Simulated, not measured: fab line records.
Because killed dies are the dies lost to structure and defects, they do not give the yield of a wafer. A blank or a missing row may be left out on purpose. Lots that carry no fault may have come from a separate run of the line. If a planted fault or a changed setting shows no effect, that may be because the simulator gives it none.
fab line records :: flow sfq-line
[record]
  lots = 15
  wafers = 45
  last-day = 90
route steps=325 shown M1@59
lots that met no fault: from a run of the same line without faults
start-h: the number of hours between the record's first day and the start of the first shown wafer of the lot :: wait-h: hours from the lot's prior step to this one :: " repeats the value in the row above :: L1.1+2: a single row standing in for several wafers :: - no value, or no start given :: * or withheld: withheld :: < > ~ a bound
route shown NAME@n: a module of which the file shows steps, and the number in the route of the first :: usual: the fault-free wafers' mean and standard deviation :: same: alike in all rows :: chamber/n: place in a boat :: sites: readings site by site :: _std_site: the values' standard deviation :: _edge_site: inner sites' mean taken away from outer sites' mean :: radius-mm: how far each site lies from the wafer's centre :: mask NAME#n: copy n :: behind: tool/chamber where the wafer was last shaped :: hold: reason for holding the lot/hours on hold/outcome of the hold :: device: which transistor (n, p or np) failed to switch :: end of line: tests of these same wafers at the route's end :: a step with no rows: only its recipe :: killed: the dies lost at the first sort to structure and to defects; this is not the yield of the wafer :: map: per-die view of a wafer (x killed, . not killed, _ where there is no die)
set.NAME: the run value of the setting; set.NAME@STEP: its run value at that earlier step :: model.NAME: the simulator's own value behind a step, which no gauge read
route steps across a sampled set of lots; one table per step, one row per wafer
services: a tool's chamber out of use, with start hour (start-h, from the record's first day; less than 0 if before it), hours out, and reason
[[steps]]
[step SFQ_TRILAYER_M1_DEP_SPUTTER_037]
[recipe]
  material = Nb
  base-pressure-pa = 1.33e-06
  chamber-pressure-pa = 0.1333
  substrate-temp-c = 20
  resputter-cathode-voltage-v = 400
  target-thk-nm = 200
  power-w = 2000
  time-s = 133.3
[usual]
  substrate-temp-c = 19.99/0.11
  throttle-valve-pct = 30.1/1.2
lot.wafer: L328.2
tool: pvd-sputter-03
chamber: -
start-h: 300.41
wait-h: 0.0
substrate-temp-c: 19.88
throttle-valve-pct: 28.7

lot.wafer: L328.3
tool: pvd-sputter-03
chamber: -
start-h: 300.41
wait-h: 0.0
substrate-temp-c: 19.89
throttle-valve-pct: 28.9

lot.wafer: L328.4
tool: pvd-sputter-03
chamber: -
start-h: 300.41
wait-h: 0.0
substrate-temp-c: 19.90
throttle-valve-pct: 31.1

lot.wafer: L329.3
tool: pvd-sputter-04
chamber: -
start-h: 303.14
wait-h: 0.0
substrate-temp-c: 20.19
throttle-valve-pct: 31.2

lot.wafer: L329.4
tool: pvd-sputter-04
chamber: -
start-h: 303.14
wait-h: 0.0
substrate-temp-c: 19.87
throttle-valve-pct: 31.2

lot.wafer: L329.6
tool: pvd-sputter-04
chamber: -
start-h: 303.14
wait-h: 0.0
substrate-temp-c: 20.06
throttle-valve-pct: 28.2

lot.wafer: L330.1
tool: pvd-sputter-06
chamber: -
start-h: 315.30
wait-h: 0.0
substrate-temp-c: 19.80
throttle-valve-pct: 29.6

lot.wafer: L330.2
tool: pvd-sputter-06
chamber: -
start-h: 315.30
wait-h: 0.0
substrate-temp-c: 20.05
throttle-valve-pct: 30.2

lot.wafer: L330.3
tool: pvd-sputter-06
chamber: -
start-h: 315.30
wait-h: 0.0
substrate-temp-c: 20.00
throttle-valve-pct: 31.5

lot.wafer: L331.1
tool: pvd-sputter-03
chamber: -
start-h: 322.49
wait-h: 0.0
substrate-temp-c: 19.83
throttle-valve-pct: 28.6

lot.wafer: L331.5
tool: pvd-sputter-03
chamber: -
start-h: 322.49
wait-h: 0.0
substrate-temp-c: 19.91
throttle-valve-pct: 29.0

lot.wafer: L331.6
tool: pvd-sputter-03
chamber: -
start-h: 322.49
wait-h: 0.0
substrate-temp-c: 20.03
throttle-valve-pct: 29.7

lot.wafer: L332.2
tool: pvd-sputter-03
chamber: -
start-h: 327.29
wait-h: 0.0
substrate-temp-c: 20.00
throttle-valve-pct: 30.9

lot.wafer: L332.4
tool: pvd-sputter-03
chamber: -
start-h: 327.29
wait-h: 0.0
substrate-temp-c: 20.07
throttle-valve-pct: 28.7

lot.wafer: L332.6
tool: pvd-sputter-03
chamber: -
start-h: 327.29
wait-h: 0.0
substrate-temp-c: 20.02
throttle-valve-pct: 29.0

lot.wafer: L333.2
tool: pvd-sputter-03
chamber: -
start-h: 335.69
wait-h: 0.0
substrate-temp-c: 19.81
throttle-valve-pct: 28.7

lot.wafer: L333.4
tool: pvd-sputter-03
chamber: -
start-h: 335.69
wait-h: 0.0
substrate-temp-c: 20.29
throttle-valve-pct: 31.0

lot.wafer: L333.5
tool: pvd-sputter-03
chamber: -
start-h: 335.69
wait-h: 0.0
substrate-temp-c: 19.86
throttle-valve-pct: 30.9

lot.wafer: L334.1
tool: pvd-sputter-03
chamber: -
start-h: 340.49
wait-h: 0.0
substrate-temp-c: 19.79
throttle-valve-pct: 29.5

lot.wafer: L334.5
tool: pvd-sputter-03
chamber: -
start-h: 340.49
wait-h: 0.0
substrate-temp-c: 19.87
throttle-valve-pct: 31.2

lot.wafer: L334.6
tool: pvd-sputter-03
chamber: -
start-h: 340.49
wait-h: 0.0
substrate-temp-c: 19.93
throttle-valve-pct: 29.8

lot.wafer: L335.1
tool: pvd-sputter-06
chamber: -
start-h: 341.69
wait-h: 0.0
substrate-temp-c: 20.00
throttle-valve-pct: 29.3

lot.wafer: L335.4
tool: pvd-sputter-06
chamber: -
start-h: 341.69
wait-h: 0.0
substrate-temp-c: 20.20
throttle-valve-pct: 32.2

lot.wafer: L335.5
tool: pvd-sputter-06
chamber: -
start-h: 341.69
wait-h: 0.0
substrate-temp-c: 20.00
throttle-valve-pct: 32.2

lot.wafer: L336.2
tool: pvd-sputter-03
chamber: -
start-h: 354.89
wait-h: 0.0
substrate-temp-c: 19.94
throttle-valve-pct: 31.2

lot.wafer: L336.3
tool: pvd-sputter-03
chamber: -
start-h: 354.89
wait-h: 0.0
substrate-temp-c: 19.94
throttle-valve-pct: 28.9

lot.wafer: L336.6
tool: pvd-sputter-03
chamber: -
start-h: 354.89
wait-h: 0.0
substrate-temp-c: 19.94
throttle-valve-pct: 28.7

lot.wafer: L338.1
tool: pvd-sputter-03
chamber: -
start-h: 364.54
wait-h: 0.0
substrate-temp-c: 20.07
throttle-valve-pct: 30.9

lot.wafer: L338.4
tool: pvd-sputter-03
chamber: -
start-h: 364.54
wait-h: 0.0
substrate-temp-c: 19.90
throttle-valve-pct: 28.7

lot.wafer: L338.5
tool: pvd-sputter-03
chamber: -
start-h: 364.54
wait-h: 0.0
substrate-temp-c: 20.00
throttle-valve-pct: 28.8

lot.wafer: L343.1
tool: pvd-sputter-04
chamber: -
start-h: 396.28
wait-h: 0.0
substrate-temp-c: 19.92
throttle-valve-pct: 31.0

lot.wafer: L343.4
tool: pvd-sputter-04
chamber: -
start-h: 396.28
wait-h: 0.0
substrate-temp-c: 20.09
throttle-valve-pct: 31.2

lot.wafer: L343.5
tool: pvd-sputter-04
chamber: -
start-h: 396.28
wait-h: 0.0
substrate-temp-c: 20.06
throttle-valve-pct: 31.0

lot.wafer: L344.4
tool: pvd-sputter-04
chamber: -
start-h: 403.48
wait-h: 0.0
substrate-temp-c: 19.87
throttle-valve-pct: 30.6

lot.wafer: L344.5
tool: pvd-sputter-04
chamber: -
start-h: 403.48
wait-h: 0.0
substrate-temp-c: 19.97
throttle-valve-pct: 28.0

lot.wafer: L344.6
tool: pvd-sputter-04
chamber: -
start-h: 403.48
wait-h: 0.0
substrate-temp-c: 19.82
throttle-valve-pct: 30.8

lot.wafer: L346.1
tool: pvd-sputter-03
chamber: -
start-h: 417.41
wait-h: 0.0
substrate-temp-c: 19.83
throttle-valve-pct: 28.8

lot.wafer: L346.4
tool: pvd-sputter-03
chamber: -
start-h: 417.41
wait-h: 0.0
substrate-temp-c: 20.05
throttle-valve-pct: 28.9

lot.wafer: L346.6
tool: pvd-sputter-03
chamber: -
start-h: 417.41
wait-h: 0.0
substrate-temp-c: 20.03
throttle-valve-pct: 29.6

lot.wafer: L348.1
tool: pvd-sputter-04
chamber: -
start-h: 443.06
wait-h: 0.0
substrate-temp-c: 20.04
throttle-valve-pct: 28.0

lot.wafer: L348.4
tool: pvd-sputter-04
chamber: -
start-h: 443.06
wait-h: 0.0
substrate-temp-c: 19.93
throttle-valve-pct: 31.4

lot.wafer: L348.6
tool: pvd-sputter-04
chamber: -
start-h: 443.06
wait-h: 0.0
substrate-temp-c: 20.18
throttle-valve-pct: 30.9

lot.wafer: L351.2
tool: pvd-sputter-04
chamber: -
start-h: 462.85
wait-h: 0.0
substrate-temp-c: 20.07
throttle-valve-pct: 28.0

lot.wafer: L351.4
tool: pvd-sputter-04
chamber: -
start-h: 462.85
wait-h: 0.0
substrate-temp-c: 20.07
throttle-valve-pct: 31.3

lot.wafer: L351.5
tool: pvd-sputter-04
chamber: -
start-h: 462.85
wait-h: 0.0
substrate-temp-c: 20.16
throttle-valve-pct: 30.5
[step SFQ_M1_RS_MEAS_909]
[recipe]
  thk-meas-gauge = four-point-probe
  reads = Nb_of_TRILAYER_M1_DEP_SPUTTER_037
[usual]
  M1_NB_RS = 0.889/0.01
lot.wafer: L328.2
tool: film-metro-01
chamber: -
start-h: 300.53
wait-h: 0.1
M1_NB_RS[ohm/sq]: 0.899

lot.wafer: L328.3
tool: film-metro-01
chamber: -
start-h: 300.53
wait-h: 0.1
M1_NB_RS[ohm/sq]: 0.899

lot.wafer: L328.4
tool: film-metro-01
chamber: -
start-h: 300.53
wait-h: 0.1
M1_NB_RS[ohm/sq]: 0.907

lot.wafer: L329.3
tool: film-metro-02
chamber: -
start-h: 303.28
wait-h: 0.1
M1_NB_RS[ohm/sq]: 0.872

lot.wafer: L329.4
tool: film-metro-02
chamber: -
start-h: 303.28
wait-h: 0.1
M1_NB_RS[ohm/sq]: 0.878

lot.wafer: L329.6
tool: film-metro-02
chamber: -
start-h: 303.28
wait-h: 0.1
M1_NB_RS[ohm/sq]: 0.881

lot.wafer: L330.1
tool: film-metro-04
chamber: -
start-h: 315.39
wait-h: 0.0
M1_NB_RS[ohm/sq]: 0.895

lot.wafer: L330.2
tool: film-metro-04
chamber: -
start-h: 315.39
wait-h: 0.0
M1_NB_RS[ohm/sq]: 0.886

lot.wafer: L330.3
tool: film-metro-04
chamber: -
start-h: 315.39
wait-h: 0.0
M1_NB_RS[ohm/sq]: 0.891

lot.wafer: L331.1
tool: film-metro-04
chamber: -
start-h: 322.58
wait-h: 0.0
M1_NB_RS[ohm/sq]: 0.891

lot.wafer: L331.5
tool: film-metro-04
chamber: -
start-h: 322.58
wait-h: 0.0
M1_NB_RS[ohm/sq]: 0.877

lot.wafer: L331.6
tool: film-metro-04
chamber: -
start-h: 322.58
wait-h: 0.0
M1_NB_RS[ohm/sq]: 0.891

lot.wafer: L332.2
tool: film-metro-01
chamber: -
start-h: 327.40
wait-h: 0.1
M1_NB_RS[ohm/sq]: 0.905

lot.wafer: L332.4
tool: film-metro-01
chamber: -
start-h: 327.40
wait-h: 0.1
M1_NB_RS[ohm/sq]: 0.892

lot.wafer: L332.6
tool: film-metro-01
chamber: -
start-h: 327.40
wait-h: 0.1
M1_NB_RS[ohm/sq]: 0.887

lot.wafer: L333.2
tool: film-metro-01
chamber: -
start-h: 335.80
wait-h: 0.1
M1_NB_RS[ohm/sq]: 0.893

lot.wafer: L333.4
tool: film-metro-01
chamber: -
start-h: 335.80
wait-h: 0.1
M1_NB_RS[ohm/sq]: 0.905

lot.wafer: L333.5
tool: film-metro-01
chamber: -
start-h: 335.80
wait-h: 0.1
M1_NB_RS[ohm/sq]: 0.900

lot.wafer: L334.1
tool: film-metro-04
chamber: -
start-h: 340.58
wait-h: 0.0
M1_NB_RS[ohm/sq]: 0.897

lot.wafer: L334.5
tool: film-metro-04
chamber: -
start-h: 340.58
wait-h: 0.0
M1_NB_RS[ohm/sq]: 0.545

lot.wafer: L334.6
tool: film-metro-04
chamber: -
start-h: 340.58
wait-h: 0.0
M1_NB_RS[ohm/sq]: 0.901

lot.wafer: L335.1
tool: film-metro-01
chamber: -
start-h: 341.78
wait-h: 0.0
M1_NB_RS[ohm/sq]: 0.896

lot.wafer: L335.4
tool: film-metro-01
chamber: -
start-h: 341.78
wait-h: 0.0
M1_NB_RS[ohm/sq]: 0.901

lot.wafer: L335.5
tool: film-metro-01
chamber: -
start-h: 341.78
wait-h: 0.0
M1_NB_RS[ohm/sq]: 0.903

lot.wafer: L336.2
tool: film-metro-02
chamber: -
start-h: 355.00
wait-h: 0.1
M1_NB_RS[ohm/sq]: 0.539

lot.wafer: L336.3
tool: film-metro-02
chamber: -
start-h: 355.00
wait-h: 0.1
M1_NB_RS[ohm/sq]: 0.872

lot.wafer: L336.6
tool: film-metro-02
chamber: -
start-h: 355.00
wait-h: 0.1
M1_NB_RS[ohm/sq]: 0.884

lot.wafer: L338.1
tool: film-metro-04
chamber: -
start-h: 364.63
wait-h: 0.0
M1_NB_RS[ohm/sq]: 0.546

lot.wafer: L338.4
tool: film-metro-04
chamber: -
start-h: 364.63
wait-h: 0.0
M1_NB_RS[ohm/sq]: 0.884

lot.wafer: L338.5
tool: film-metro-04
chamber: -
start-h: 364.63
wait-h: 0.0
M1_NB_RS[ohm/sq]: 0.893

lot.wafer: L343.1
tool: film-metro-02
chamber: -
start-h: 396.37
wait-h: 0.0
M1_NB_RS[ohm/sq]: 0.880

lot.wafer: L343.4
tool: film-metro-02
chamber: -
start-h: 396.37
wait-h: 0.0
M1_NB_RS[ohm/sq]: 0.886

lot.wafer: L343.5
tool: film-metro-02
chamber: -
start-h: 396.37
wait-h: 0.0
M1_NB_RS[ohm/sq]: 0.872

lot.wafer: L344.4
tool: film-metro-02
chamber: -
start-h: 403.63
wait-h: 0.1
M1_NB_RS[ohm/sq]: 0.866

lot.wafer: L344.5
tool: film-metro-02
chamber: -
start-h: 403.63
wait-h: 0.1
M1_NB_RS[ohm/sq]: 0.870

lot.wafer: L344.6
tool: film-metro-02
chamber: -
start-h: 403.63
wait-h: 0.1
M1_NB_RS[ohm/sq]: 0.867

lot.wafer: L346.1
tool: film-metro-02
chamber: -
start-h: 417.50
wait-h: 0.0
M1_NB_RS[ohm/sq]: 0.884

lot.wafer: L346.4
tool: film-metro-02
chamber: -
start-h: 417.50
wait-h: 0.0
M1_NB_RS[ohm/sq]: 0.880

lot.wafer: L346.6
tool: film-metro-02
chamber: -
start-h: 417.50
wait-h: 0.0
M1_NB_RS[ohm/sq]: 0.897

lot.wafer: L348.1
tool: film-metro-04
chamber: -
start-h: 443.15
wait-h: 0.0
M1_NB_RS[ohm/sq]: 0.879

lot.wafer: L348.4
tool: film-metro-04
chamber: -
start-h: 443.15
wait-h: 0.0
M1_NB_RS[ohm/sq]: 0.886

lot.wafer: L348.6
tool: film-metro-04
chamber: -
start-h: 443.15
wait-h: 0.0
M1_NB_RS[ohm/sq]: 0.877

lot.wafer: L351.2
tool: film-metro-02
chamber: -
start-h: 462.96
wait-h: 0.1
M1_NB_RS[ohm/sq]: 0.891

lot.wafer: L351.4
tool: film-metro-02
chamber: -
start-h: 462.96
wait-h: 0.1
M1_NB_RS[ohm/sq]: 0.903

lot.wafer: L351.5
tool: film-metro-02
chamber: -
start-h: 462.96
wait-h: 0.1
M1_NB_RS[ohm/sq]: 0.881
[step SFQ_TRILAYER_M1_ETCH_METAL_ETCH_042]
[recipe]
  target = Nb
  stop-on = SiO2
  mask-material = PR
  chemistry = Cl2/Ar
  target-depth-nm = 240
  icp-w = 600
  bias-w = 80
  pressure-mtorr = 10
  time-s = 120
[usual]
  bias-w = 79.93/0.24
  drypump-motor-current-A = 5.6/0.67
  he-backside-leak-sccm = 3.4/0.3
  oes-product-au = 0.894/0.0073
lot.wafer: L328.2
tool: rie-metal-03
chamber: 1
start-h: 412.18
wait-h: 0.0
bias-w: 79.95
drypump-motor-current-A: 5.2
he-backside-leak-sccm: 3.8
oes-product-au: 0.892
rf-hours-counter-h: 141

lot.wafer: L328.3
tool: rie-metal-03
chamber: 0
start-h: 412.18
wait-h: 0.0
bias-w: 80.30
drypump-motor-current-A: 5.1
he-backside-leak-sccm: 4.0
oes-product-au: 0.890
rf-hours-counter-h: -

lot.wafer: L328.4
tool: rie-metal-03
chamber: 1
start-h: 412.18
wait-h: 0.0
bias-w: 80.31
drypump-motor-current-A: 5.3
he-backside-leak-sccm: 3.6
oes-product-au: 0.885
rf-hours-counter-h: -

lot.wafer: L329.3
tool: rie-metal-03
chamber: 0
start-h: 414.63
wait-h: 0.1
bias-w: 79.95
drypump-motor-current-A: 5.1
he-backside-leak-sccm: 3.7
oes-product-au: 0.904
rf-hours-counter-h: -

lot.wafer: L329.4
tool: rie-metal-03
chamber: 1
start-h: 414.63
wait-h: 0.1
bias-w: 79.79
drypump-motor-current-A: 5.3
he-backside-leak-sccm: 3.5
oes-product-au: 0.900
rf-hours-counter-h: -

lot.wafer: L329.6
tool: rie-metal-03
chamber: 1
start-h: 414.63
wait-h: 0.1
bias-w: 79.58
drypump-motor-current-A: 5.3
he-backside-leak-sccm: 3.6
oes-product-au: 0.899
rf-hours-counter-h: -

lot.wafer: L330.1
tool: rie-metal-03
chamber: 0
start-h: 420.58
wait-h: 0.0
bias-w: 79.78
drypump-motor-current-A: 5.1
he-backside-leak-sccm: 3.6
oes-product-au: 0.892
rf-hours-counter-h: 161

lot.wafer: L330.2
tool: rie-metal-03
chamber: 1
start-h: 420.58
wait-h: 0.0
bias-w: 79.96
drypump-motor-current-A: 5.2
he-backside-leak-sccm: 3.7
oes-product-au: 0.894
rf-hours-counter-h: 143

lot.wafer: L330.3
tool: rie-metal-03
chamber: 0
start-h: 420.58
wait-h: 0.0
bias-w: 79.67
drypump-motor-current-A: 5.1
he-backside-leak-sccm: 3.7
oes-product-au: 0.888
rf-hours-counter-h: -

lot.wafer: L331.1
tool: rie-metal-01
chamber: 1
start-h: 433.95
wait-h: 0.1
bias-w: 79.64
drypump-motor-current-A: 6.7
he-backside-leak-sccm: 3.4
oes-product-au: 0.887
rf-hours-counter-h: 136

lot.wafer: L331.5
tool: rie-metal-01
chamber: 1
start-h: 433.95
wait-h: 0.1
bias-w: 80.15
drypump-motor-current-A: 6.7
he-backside-leak-sccm: 3.4
oes-product-au: 0.900
rf-hours-counter-h: -

lot.wafer: L331.6
tool: rie-metal-01
chamber: 1
start-h: 433.95
wait-h: 0.1
bias-w: 79.64
drypump-motor-current-A: 6.7
he-backside-leak-sccm: 3.3
oes-product-au: 0.899
rf-hours-counter-h: -

lot.wafer: L332.2
tool: rie-metal-02
chamber: 1
start-h: 442.18
wait-h: 0.0
bias-w: 79.70
drypump-motor-current-A: 5.7
he-backside-leak-sccm: 3.6
oes-product-au: 0.898
rf-hours-counter-h: 141

lot.wafer: L332.4
tool: rie-metal-02
chamber: 0
start-h: 442.18
wait-h: 0.0
bias-w: 79.75
drypump-motor-current-A: 5.0
he-backside-leak-sccm: 3.2
oes-product-au: 0.904
rf-hours-counter-h: -

lot.wafer: L332.6
tool: rie-metal-02
chamber: 1
start-h: 442.18
wait-h: 0.0
bias-w: 80.07
drypump-motor-current-A: 5.7
he-backside-leak-sccm: 3.7
oes-product-au: 0.890
rf-hours-counter-h: -

lot.wafer: L333.2
tool: rie-metal-01
chamber: 1
start-h: 451.75
wait-h: 0.0
bias-w: 80.08
drypump-motor-current-A: 6.6
he-backside-leak-sccm: 3.3
oes-product-au: 0.886
rf-hours-counter-h: 141

lot.wafer: L333.4
tool: rie-metal-01
chamber: 0
start-h: 451.75
wait-h: 0.0
bias-w: 80.40
drypump-motor-current-A: 5.1
he-backside-leak-sccm: 3.2
oes-product-au: 0.887
rf-hours-counter-h: -

lot.wafer: L333.5
tool: rie-metal-01
chamber: 1
start-h: 451.75
wait-h: 0.0
bias-w: 79.81
drypump-motor-current-A: 6.6
he-backside-leak-sccm: 3.3
oes-product-au: 0.883
rf-hours-counter-h: -

lot.wafer: L334.1
tool: rie-metal-01
chamber: 0
start-h: 456.71
wait-h: 0.0
bias-w: 80.09
drypump-motor-current-A: 5.1
he-backside-leak-sccm: 3.5
oes-product-au: 0.894
rf-hours-counter-h: 2

lot.wafer: L334.5
tool: rie-metal-01
chamber: 0
start-h: 456.71
wait-h: 0.0
bias-w: 80.26
drypump-motor-current-A: 5.1
he-backside-leak-sccm: 3.5
oes-product-au: 0.991
rf-hours-counter-h: -

lot.wafer: L334.6
tool: rie-metal-01
chamber: 1
start-h: 456.71
wait-h: 0.0
bias-w: 79.96
drypump-motor-current-A: 6.7
he-backside-leak-sccm: 3.1
oes-product-au: 0.885
rf-hours-counter-h: -

lot.wafer: L335.1
tool: rie-metal-01
chamber: 1
start-h: 457.91
wait-h: 0.0
bias-w: 79.78
drypump-motor-current-A: 6.6
he-backside-leak-sccm: 3.3
oes-product-au: 0.891
rf-hours-counter-h: 142

lot.wafer: L335.4
tool: rie-metal-01
chamber: 1
start-h: 457.91
wait-h: 0.0
bias-w: 79.80
drypump-motor-current-A: 6.6
he-backside-leak-sccm: 3.3
oes-product-au: 0.889
rf-hours-counter-h: -

lot.wafer: L335.5
tool: rie-metal-01
chamber: 0
start-h: 457.91
wait-h: 0.0
bias-w: 80.41
drypump-motor-current-A: 5.1
he-backside-leak-sccm: 3.4
oes-product-au: 0.889
rf-hours-counter-h: -

lot.wafer: L336.2
tool: rie-metal-02
chamber: 0
start-h: 466.31
wait-h: 0.0
bias-w: 80.11
drypump-motor-current-A: 5.0
he-backside-leak-sccm: 3.2
oes-product-au: 0.987
rf-hours-counter-h: 12

lot.wafer: L336.3
tool: rie-metal-02
chamber: 1
start-h: 466.31
wait-h: 0.0
bias-w: 80.07
drypump-motor-current-A: 5.7
he-backside-leak-sccm: 3.8
oes-product-au: 0.909
rf-hours-counter-h: -

lot.wafer: L336.6
tool: rie-metal-02
chamber: 0
start-h: 466.31
wait-h: 0.0
bias-w: 79.94
drypump-motor-current-A: 5.0
he-backside-leak-sccm: 3.3
oes-product-au: 0.894
rf-hours-counter-h: -

lot.wafer: L338.1
tool: rie-metal-03
chamber: 1
start-h: 473.57
wait-h: 0.1
bias-w: 79.77
drypump-motor-current-A: 5.3
he-backside-leak-sccm: 3.5
oes-product-au: 1.003
rf-hours-counter-h: 152

lot.wafer: L338.4
tool: rie-metal-03
chamber: 1
start-h: 473.57
wait-h: 0.1
bias-w: 79.79
drypump-motor-current-A: 5.3
he-backside-leak-sccm: 3.5
oes-product-au: 0.903
rf-hours-counter-h: -

lot.wafer: L338.5
tool: rie-metal-03
chamber: 1
start-h: 473.57
wait-h: 0.1
bias-w: 79.81
drypump-motor-current-A: 5.2
he-backside-leak-sccm: 3.7
oes-product-au: 0.887
rf-hours-counter-h: -

lot.wafer: L343.1
tool: rie-metal-03
chamber: 1
start-h: 513.84
wait-h: 0.0
bias-w: 80.26
drypump-motor-current-A: 5.3
he-backside-leak-sccm: 3.6
oes-product-au: 0.896
rf-hours-counter-h: 159

lot.wafer: L343.4
tool: rie-metal-03
chamber: 1
start-h: 513.84
wait-h: 0.0
bias-w: 80.07
drypump-motor-current-A: 5.3
he-backside-leak-sccm: 3.6
oes-product-au: 0.894
rf-hours-counter-h: -

lot.wafer: L343.5
tool: rie-metal-03
chamber: 0
start-h: 513.84
wait-h: 0.0
bias-w: 79.77
drypump-motor-current-A: 5.1
he-backside-leak-sccm: 3.6
oes-product-au: 0.907
rf-hours-counter-h: -

lot.wafer: L344.4
tool: rie-metal-03
chamber: 0
start-h: 522.28
wait-h: 0.1
bias-w: 80.13
drypump-motor-current-A: 5.1
he-backside-leak-sccm: 3.7
oes-product-au: 0.906
rf-hours-counter-h: -

lot.wafer: L344.5
tool: rie-metal-03
chamber: 0
start-h: 522.28
wait-h: 0.1
bias-w: 80.43
drypump-motor-current-A: 5.1
he-backside-leak-sccm: 3.6
oes-product-au: 0.903
rf-hours-counter-h: -

lot.wafer: L344.6
tool: rie-metal-03
chamber: 1
start-h: 522.28
wait-h: 0.1
bias-w: 79.73
drypump-motor-current-A: 5.3
he-backside-leak-sccm: 3.5
oes-product-au: 0.905
rf-hours-counter-h: -

lot.wafer: L346.1
tool: rie-metal-03
chamber: 0
start-h: 537.70
wait-h: 0.1
bias-w: 79.91
drypump-motor-current-A: 5.1
he-backside-leak-sccm: 3.6
oes-product-au: 0.893
rf-hours-counter-h: 10

lot.wafer: L346.4
tool: rie-metal-03
chamber: 0
start-h: 537.70
wait-h: 0.1
bias-w: 79.67
drypump-motor-current-A: 5.1
he-backside-leak-sccm: 3.3
oes-product-au: 0.897
rf-hours-counter-h: -

lot.wafer: L346.6
tool: rie-metal-03
chamber: 0
start-h: 537.70
wait-h: 0.1
bias-w: 79.86
drypump-motor-current-A: 5.1
he-backside-leak-sccm: 3.5
oes-product-au: 0.891
rf-hours-counter-h: -

lot.wafer: L348.1
tool: rie-metal-02
chamber: 0
start-h: 564.85
wait-h: 0.1
bias-w: 79.79
drypump-motor-current-A: 5.0
he-backside-leak-sccm: 3.3
oes-product-au: 0.897
rf-hours-counter-h: 28

lot.wafer: L348.4
tool: rie-metal-02
chamber: 0
start-h: 564.85
wait-h: 0.1
bias-w: 79.96
drypump-motor-current-A: 5.0
he-backside-leak-sccm: 3.2
oes-product-au: 0.900
rf-hours-counter-h: -

lot.wafer: L348.6
tool: rie-metal-02
chamber: 0
start-h: 564.85
wait-h: 0.1
bias-w: 79.99
drypump-motor-current-A: 5.0
he-backside-leak-sccm: 3.3
oes-product-au: 0.901
rf-hours-counter-h: -

lot.wafer: L351.2
tool: rie-metal-01
chamber: 0
start-h: 587.84
wait-h: 0.0
bias-w: 79.81
drypump-motor-current-A: 5.1
he-backside-leak-sccm: 3.4
oes-product-au: 0.894
rf-hours-counter-h: 22

lot.wafer: L351.4
tool: rie-metal-01
chamber: 0
start-h: 587.84
wait-h: 0.0
bias-w: 79.85
drypump-motor-current-A: 5.1
he-backside-leak-sccm: 3.4
oes-product-au: 0.885
rf-hours-counter-h: -

lot.wafer: L351.5
tool: rie-metal-01
chamber: 0
start-h: 587.84
wait-h: 0.0
bias-w: 79.96
drypump-motor-current-A: 5.1
he-backside-leak-sccm: 3.4
oes-product-au: 0.903
rf-hours-counter-h: -
[[services]]
tool: pvd-sputter-06
chamber: -
start-h: 286.62
hours: 2.4
kind: repair

tool: pvd-sputter-04
chamber: -
start-h: 293.87
hours: 2.5
kind: repair

tool: rie-metal-02
chamber: -
start-h: 371.76
hours: 4.3
kind: pm

tool: pvd-sputter-03
chamber: -
start-h: 411.05
hours: 4.5
kind: repair

tool: rie-metal-03
chamber: -
start-h: 422.78
hours: 2.8
kind: pm

tool: pvd-sputter-06
chamber: -
start-h: 423.34
hours: 35.6
kind: repair

tool: pvd-sputter-04
chamber: -
start-h: 433.68
hours: 1.1
kind: repair

tool: rie-metal-03
chamber: 0
start-h: 456.91
hours: -
kind: clean

tool: rie-metal-03
chamber: 0
start-h: 456.91
hours: 20.5
kind: scheduled-down

tool: rie-metal-03
chamber: 0
start-h: 456.91
hours: 20.5
kind: vent-cycle

tool: rie-metal-01
chamber: 0
start-h: 495.49
hours: 4.0
kind: repair

tool: pvd-sputter-03
chamber: 1
start-h: 518.75
hours: -
kind: consumable-replace:kit

tool: pvd-sputter-03
chamber: 1
start-h: 518.75
hours: 18.0
kind: scheduled-down

tool: pvd-sputter-03
chamber: 1
start-h: 518.75
hours: 18.0
kind: vent-cycle

tool: rie-metal-02
chamber: 0
start-h: 525.19
hours: 1.5
kind: repair

tool: pvd-sputter-04
chamber: -
start-h: 527.06
hours: 0.7
kind: repair

tool: rie-metal-03
chamber: 1
start-h: 533.31
hours: -
kind: clean

tool: rie-metal-03
chamber: 1
start-h: 533.31
hours: 15.8
kind: scheduled-down

tool: rie-metal-03
chamber: 1
start-h: 533.31
hours: 15.8
kind: vent-cycle

tool: rie-metal-03
chamber: -
start-h: 545.34
hours: 0.9
kind: repair

tool: rie-metal-02
chamber: -
start-h: 548.38
hours: 2.3
kind: repair

tool: rie-metal-02
chamber: -
start-h: 571.03
hours: 14.6
kind: pm

tool: pvd-sputter-03
chamber: -
start-h: 579.74
hours: 1.3
kind: repair

tool: rie-metal-01
chamber: 0
start-h: 581.34
hours: 4.3
kind: repair
[[key]]
[first-sign]
  step = SFQ_M1_RS_MEAS_909
  reading = M1_NB_RS
  direction = down
  sigmas = 33
  usual = 0.889
  struck = 0.543
[effect]
  step = SFQ_TRILAYER_M1_ETCH_METAL_ETCH_042
  reading = oes-product-au
  direction = up
  sigmas = 14
  usual = 0.894
  struck = 0.994
met-at SFQ_TRILAYER_M1_DEP_SPUTTER_037
struck-lots L334,L336,L338
struck-wafers L334.5,L336.2,L338.1
onset-between 335.69 340.49
[fault]
  kind = process-parameter-drift
  tool = pvd-sputter-03
  chamber = -
  onset-h = 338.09
  steps = SFQ_TRILAYER_M1_DEP_SPUTTER_037
  channel = time-s
  offset = *
  shape = step
  end-h = 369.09
  acts-in = *
  stated = *
  scope = struck-wafers-only
